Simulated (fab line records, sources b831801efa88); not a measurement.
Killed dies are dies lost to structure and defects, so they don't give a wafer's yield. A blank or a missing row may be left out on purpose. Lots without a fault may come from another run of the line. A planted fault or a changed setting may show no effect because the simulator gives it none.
A struck lot beside a sound one | flow gf180mcu | 16 steps out of a route of 602
Sound: wafers L265.1, L265.2, L265.5. Struck: wafers L275.2, L275.3, L275.6. The cause comes at the end.
At each step with rows: each side's tool, then ch and its chambers, then its first start. Under that, the readings that differ: sound wafers | struck wafers | difference of the means | sigmas: that difference in standard deviations of wafers without a fault.
alike: readings whose means differ by less than 2 such deviations, and words and numbers that are the same on both sides. not compared: withheld readings, readings that some wafer has no value for, bounds like >300 that may hide the same value, and numbers for which the record gives no deviation and whose values overlap.
The two part at a step that has a row with sigmas, a row that says differs or no value, or rows on one side only. Numbers that don't overlap but have no deviation are shown without sigmas and don't part them. A reading that every wafer of one side lacks parts them only if that side has two wafers or more.

GF_VT_IMPLANT_OVL_MEAS_29:
  sound on overlay-02, day 8 17:04; struck on overlay-02, day 11 09:59
  reading                | sound       | struck       | difference | sigmas
  VT_IMPLANT_02_OVL (nm) | 2.4 2.3 2.2 | 0.1 -0.4 0.0 | -2.4       | -2
then, 1 step without rows for these wafers: GF_VT_IMPLANT_IMPLANT_30.
GF_VT_IMPLANT_STRIP_31: strips in O2/N2.
  sound on plasma_asher-02 ch 0,1, day 8 17:14; struck on plasma_asher-04 ch 0, day 11 10:10
  alike: drypump_motor_current_A, heater_power_w, oes_product_au, strip_time_to_endpoint_s
  not compared: rf_hours_counter_h
GF_VT_IMPLANT_TW_MEAS_32:
  sound on film_metro-01, day 8 17:20; struck on film_metro-04, day 11 10:17
  alike: VT_IMPLANT_3_TW
then, 7 steps without rows for these wafers: GF_VT_IMPLANT_DEHYDRATE_33 (time 60 s); GF_VT_IMPLANT_HMDS_34 (prime time 60 s); GF_VT_IMPLANT_COAT_35 (resist thk 1000 nm); GF_VT_IMPLANT_SOFTBAKE_36 (time 60 s); GF_VT_IMPLANT_EXPOSE_37 (exposes mask Nwell HV AREA, target cd 860 nm); GF_VT_IMPLANT_PEB_38; GF_VT_IMPLANT_DEVELOP_39 (develop time 60 s).
GF_VT_IMPLANT_OVL_MEAS_40:
  sound on overlay-02, day 9 09:31; struck on overlay-02, day 12 05:08
  alike: VT_IMPLANT_03_OVL
GF_VT_IMPLANT_IMPLANT_41:
  sound on implanter-02 ch 0, day 9 09:32; struck on implanter-03 ch 0, day 12 05:11
  reading                   | sound             | struck            | difference | sigmas
  implant_ion_amu           | 75 75 75          | 31 31 31          | -44        |
  model.implant.rp_nm (nm)  | 42.08 42.08 42.08 | 84.91 84.91 84.91 | +42.83     |
  model.implant.drp_nm (nm) | 18.17 18.17 18.17 | 33.94 33.94 33.94 | +15.77     |
  alike: faraday_current_uA
GF_VT_IMPLANT_STRIP_42: strips in O2/N2.
  sound on plasma_asher-01 ch 0,1, day 9 09:41; struck on plasma_asher-01 ch 0, day 12 05:19
  alike: drypump_motor_current_A, heater_power_w, oes_product_au, strip_time_to_endpoint_s
  not compared: rf_hours_counter_h
GF_VT_IMPLANT_TW_MEAS_43:
  sound on film_metro-02, day 9 09:47; struck on film_metro-01, day 12 05:44
  reading         | sound       | struck      | difference | sigmas
  VT_IMPLANT_4_TW | 685 687 686 | 505 505 503 | -182       | -48
  not compared: hold
then, 1 step without rows for these wafers: GF_PASSIVATION_PROBE_99.

WHERE THEY PART
First at GF_VT_IMPLANT_OVL_MEAS_29; last, within this record, at GF_VT_IMPLANT_TW_MEAS_43.

WHY: what the simulator had put in
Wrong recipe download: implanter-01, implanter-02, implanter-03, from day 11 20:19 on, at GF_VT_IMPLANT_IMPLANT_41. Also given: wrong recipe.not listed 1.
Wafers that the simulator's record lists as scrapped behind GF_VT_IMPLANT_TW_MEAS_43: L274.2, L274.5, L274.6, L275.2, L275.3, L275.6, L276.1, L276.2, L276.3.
